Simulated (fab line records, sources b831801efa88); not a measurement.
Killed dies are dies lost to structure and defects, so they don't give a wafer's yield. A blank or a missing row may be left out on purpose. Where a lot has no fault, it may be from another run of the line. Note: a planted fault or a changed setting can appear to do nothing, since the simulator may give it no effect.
A single fault, viewed from 2 desks || flow sky130 || each desk has only its own numbers; what lay behind them comes last

## AT THE TOOL OWNER'S DESK: furnace-02
The tool's own readings at SKY_GATE_OXIDE_OXIDATION_01 (stabilise 600 s, purge 300 s, target thk 10.268 nm): means of the sampled wafers that have a number, for each lot that ran on this tool. Marked OUT: a lot whose mean sits more than 4 standard deviations from the usual mean, which makes it out of limits; the brackets give that distance.
Columns: A = spikeTcBottomC at SKY_GATE_OXIDE_OXIDATION_01, usual 918.4 C; B = tube_center_temp_C_max at SKY_GATE_OXIDE_OXIDATION_01, usual 902.3; C = zonePowerCentrePct at SKY_GATE_OXIDE_OXIDATION_01, usual 18.63 %
{"lot": "L597", "first seen here": "day 13 20:07", "A": 916.1, "B": 902.5, "C": 18.98}
{"lot": "L602", "first seen here": "day 15 15:14", "A": 917.0, "B": 902.3, "C": 19.03}
{"lot": "L603", "first seen here": "day 15 15:14", "A": 916.7, "B": 902.7, "C": 18.84}
{"lot": "L613", "first seen here": "day 19 01:08", "A": 916.3, "B": 902.4, "C": 18.82}
Result from this desk: across the 4 lots, nothing is out of limits.

## THE METROLOGY DESK
What the gauges read, lot by lot, whatever tool the lot ran on: means of the sampled wafers that have a number. Marked OUT: a lot whose mean sits more than 4 standard deviations from the usual mean, which makes it out of limits; the brackets give that distance.
Columns: A = NWELL_00_OVL at SKY_NWELL_OVL_MEAS_10, usual 0.7 nm; B = GATE_OXIDE_OXIDATION_00_THK at SKY_GATE_OXIDE_THK_MEAS_02, usual 10.32 nm
{"lot": "L594", "first seen here": "day 4 14:00", "A": 1.0, "B": 10.53}
{"lot": "L597", "first seen here": "day 5 08:25", "A": 0.2, "B": 10.24}
{"lot": "L600", "first seen here": "day 5 21:39", "A": -1.0, "B": 10.20}
{"lot": "L603", "first seen here": "day 6 15:03", "A": 1.4, "B": "12.82 (+14) OUT"}
{"lot": "L602", "first seen here": "day 6 16:42", "A": 2.4, "B": "12.77 (+14) OUT"}
{"lot": "L611", "first seen here": "day 8 18:08", "A": 0.1, "B": 10.42}
{"lot": "L612", "first seen here": "day 8 19:29", "A": 2.1, "B": 10.39}
{"lot": "L613", "first seen here": "day 9 02:44", "A": 2.5, "B": 10.40}
{"lot": "L614", "first seen here": "day 9 10:55", "A": 0.7, "B": 10.26}
{"lot": "L615", "first seen here": "day 9 17:12", "A": -0.8, "B": 10.72}
{"lot": "L617", "first seen here": "day 10 01:56", "A": -0.7, "B": 10.10}
Per this desk, out of limits: L602, L603; the first was L602, day 15 16:38 (GATE_OXIDE_OXIDATION_00_THK at SKY_GATE_OXIDE_THK_MEAS_02). In limits: L594, L597, L600, L611, L612, L613, L614, L615, L617.

## TAKEN TOGETHER
At day 15 16:38 the metrology desk could have sounded an alarm, on L602, L603.
The tool owner's desk saw nothing out of limits.
The tool owner's desk has L602, L603 on record, within its limits.
Of the lots named, all ran SKY_GATE_OXIDE_OXIDATION_01 on furnace-02.

## WHAT THE SIMULATOR HAD PUT IN
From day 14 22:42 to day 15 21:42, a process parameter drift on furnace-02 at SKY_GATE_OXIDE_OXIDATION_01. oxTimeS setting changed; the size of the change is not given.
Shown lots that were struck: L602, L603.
Time in hours between the start of the fault and the first out-of-limits reading at each desk: metrology desk, 18.
